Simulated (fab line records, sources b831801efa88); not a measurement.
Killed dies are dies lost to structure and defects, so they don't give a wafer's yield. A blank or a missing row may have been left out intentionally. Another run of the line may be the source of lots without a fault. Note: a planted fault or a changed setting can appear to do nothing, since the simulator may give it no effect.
Code-filled problem report in 8D (eight disciplines) form	flow sky130	the parts of the form that need people (team, actions taken, sign-off) are left out

1. THE ISSUE
killed_at_M4_up at SKY_PAD_OPEN_PROBE_99 reads a mean of 34.0 on 1 wafer of 1 lot; wafers without a fault read 3.4 with a standard deviation of 2. That is +15 standard deviations from the usual mean.
Seen first at day 51 13:16 on prober-01, wafer L392.6. Wafers with a number at this step in the record: 21, from 7 lots. Rule for "out", or "out of limits": more than 4 standard deviations from the usual mean. All remaining wafers that have a number are taken as sound.

2. WHAT IT IS, AND WHAT IT ISN'T
question	is	is not
which readings at this step	killed_at_M4_up	killed_at_M0_to_M3, killedAtContacts, killedAtFrontEnd, killedAtOther, killedOpen, killedShort, sort_bin_6_memory
which lots	L392	L383, L391, L393, L396, L402, L403
which wafers of those lots	L392.6	L392.2, L392.4
read on which tools	prober-01	prober-02
when	from day 51 13:16	up to then (14 sound wafers); but 6 sound wafers of L402, L403 came after

3. WHAT RULES OUT EACH SUSPECT
Counting: any tool at a process step up to the reading remains a suspect provided it ran every lot that is out. Sound lots after the first of them don't rule it out here, since some wafers of a struck lot are sound.
- pvdSputter-03 at SKY_METAL5_SPUTTER_00 (material Ti, target thk 15 nm, time 10 s): kept. L392, the lot that is out, went through it at day 49 00:56; up to then, the latest sound lot through it was L393 at day 48 23:38.
- rieMetal-03 at SKY_METAL5_METAL_ETCH_15 (etches the open film in Cl2/BCl3, stops on SiO2, target depth 1260 nm, time 252 s): kept. L392, the lot that is out, went through it at day 49 19:34; up to then, the latest sound lot through it was L393 at day 49 17:34.
- prober-01 at SKY_PAD_OPEN_PROBE_99: kept. L392, the lot that is out, went through it at day 51 13:04; up to then, the latest sound lot through it was L396 at day 51 10:52. On those wafers its own readings are out: killed_at_M4_up.
Still standing after the count: pvdSputter-03 at SKY_METAL5_SPUTTER_00, rieMetal-03 at SKY_METAL5_METAL_ETCH_15, prober-01 at SKY_PAD_OPEN_PROBE_99.

4. THE CAUSE (what the simulator had put in)
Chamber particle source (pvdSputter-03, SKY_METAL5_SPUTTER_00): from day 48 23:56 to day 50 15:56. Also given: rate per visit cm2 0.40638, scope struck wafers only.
After counting, 3 suspects remain, this tool included.

5. THE EFFECT CHAIN, in route order
Each row: a reading whose mean over the struck wafers that have a number lies more than 3 standard deviations from the usual. Only readings for which the record gives a usual standard deviation are gone through. hours: the time from each lot's start at the first step in this table that gives one to its start at this step, as a median over the lots. sigmas: the change in usual standard deviations.
hours	step	reading	usual	on struck wafers	change	sigmas
0	SKY_PAD_OPEN_PROBE_99	defectLimitedYield	82.5 %	75.8	-6.7	-3.4
0	SKY_PAD_OPEN_PROBE_99	killed_at_M4_up	3.4	34.0	+30.6	+15
0	SKY_PAD_OPEN_PROBE_99	killedDies	86	119	+33	+3.4
0	SKY_PAD_OPEN_PROBE_99	sort_bin_3_pad_short	0.9 %	2.4	+1.5	+3.6
0	SKY_PAD_OPEN_PROBE_99	sortNPass	406	373	-33	-3.4
0	SKY_PAD_OPEN_PROBE_99	sortYieldPct	82.5 %	75.8	-6.7	-3.4
It contains these process steps:
- SKY_PAD_OPEN_PROBE_99

6. HOW IT WOULD HAVE BEEN CAUGHT EARLIER
The fault began at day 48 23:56; the first out-of-limits reading in this record came at day 51 13:16, 61 hours later.
Tool readings at SKY_METAL5_SPUTTER_00 with a usual standard deviation given in the record: none out on any struck wafer, hence no alarm at a limit of 4 standard deviations on them.
All the lots that are out (1) had begun SKY_METAL5_SPUTTER_00 on pvdSputter-03 by day 51 13:16. A hold on the tool at that time would have spared none of them.
